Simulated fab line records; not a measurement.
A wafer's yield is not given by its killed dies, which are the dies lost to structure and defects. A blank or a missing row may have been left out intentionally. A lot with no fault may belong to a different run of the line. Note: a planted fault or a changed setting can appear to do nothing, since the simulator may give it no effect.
8D (eight disciplines) problem report, filled in by code    flow sky130    the parts of the form that need people (team, actions taken, sign-off) are left out

== 1. THE PROBLEM ==
Wafers without a fault read 89.11 s, standard deviation 0.16; runLengthS at SKY_NWELL_DEHYDRATE_03 reads a mean of 95.35 s on 6 wafers belonging to 2 lots. That puts it +39 standard deviations away from the usual mean.
The step: time 60 s.
Seen first at day 8 23:10 on lithoTrack-01, wafer L513.3. Wafers with a number at this step in the record: 36, from 12 lots. By rule, "out" or "out of limits" means more than 4 standard deviations away from the usual mean. The rest of the wafers with a number are treated as sound.

== 2. WHAT THIS IS AND IS NOT ==
question                     is                      is not
which readings at this step  runLengthS              exhaustPa, heaterPowerTotalW
which lots                   L513, L514              L496, L497, L498, L499, L500, L501, L502, L503, L508, L512
which wafers of those lots   all that have a number  -
read on which tools          lithoTrack-01           lithoTrack-02, lithoTrack-03
when                         from day 8 23:10        up to then (30 sound wafers)

== 3. THE SUSPECTS, EACH WITH WHAT RULES IT OUT ==
Counting: any tool at a process step up to the reading is kept as a suspect provided that every lot that is out went through it and no sound lot did after the first of them.
- lithoTrack-01 at SKY_NWELL_DEHYDRATE_03 (time 60 s): kept. Every lot that is out went through it, starting with L513 (day 8 23:10), and after that it ran no sound lot; the last sound lot it ran before then is L502 (day 6 09:14). Its own runLengthS readings are out on those wafers.
Remaining after the count: lithoTrack-01 at SKY_NWELL_DEHYDRATE_03.

== 4. THE CAUSE (what the simulator had put in) ==
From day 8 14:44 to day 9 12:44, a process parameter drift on lithoTrack-01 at SKY_NWELL_DEHYDRATE_03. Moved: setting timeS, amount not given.
This tool alone remained once counting was done.

== 5. SEQUENCE OF EFFECTS, ordered by route ==
Each row: a reading whose mean over the struck wafers that have a number lies more than 3 standard deviations from the usual. Only readings for which the record gives a usual standard deviation are gone through. hours: the time from each lot's start at the first step in this table that gives one to its start at this step, as a median over the lots. sigmas: the change in usual standard deviations.
hours  step                    reading     usual    on struck wafers  change  sigmas
0      SKY_NWELL_DEHYDRATE_03  runLengthS  89.11 s  95.35             +6.24   +39
Here are the process steps it includes:
- SKY_NWELL_DEHYDRATE_03: time 60 s.
At these later measuring or inspecting steps, every struck wafer for which the step has a row has a number for every such reading, and none has moved that far: SKY_SD_N_RS_MEAS_18.

== 6. WHAT WOULD HAVE CAUGHT IT SOONER ==
The fault began at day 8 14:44; the first out-of-limits reading in this record came at day 8 23:10, 8 hours later.
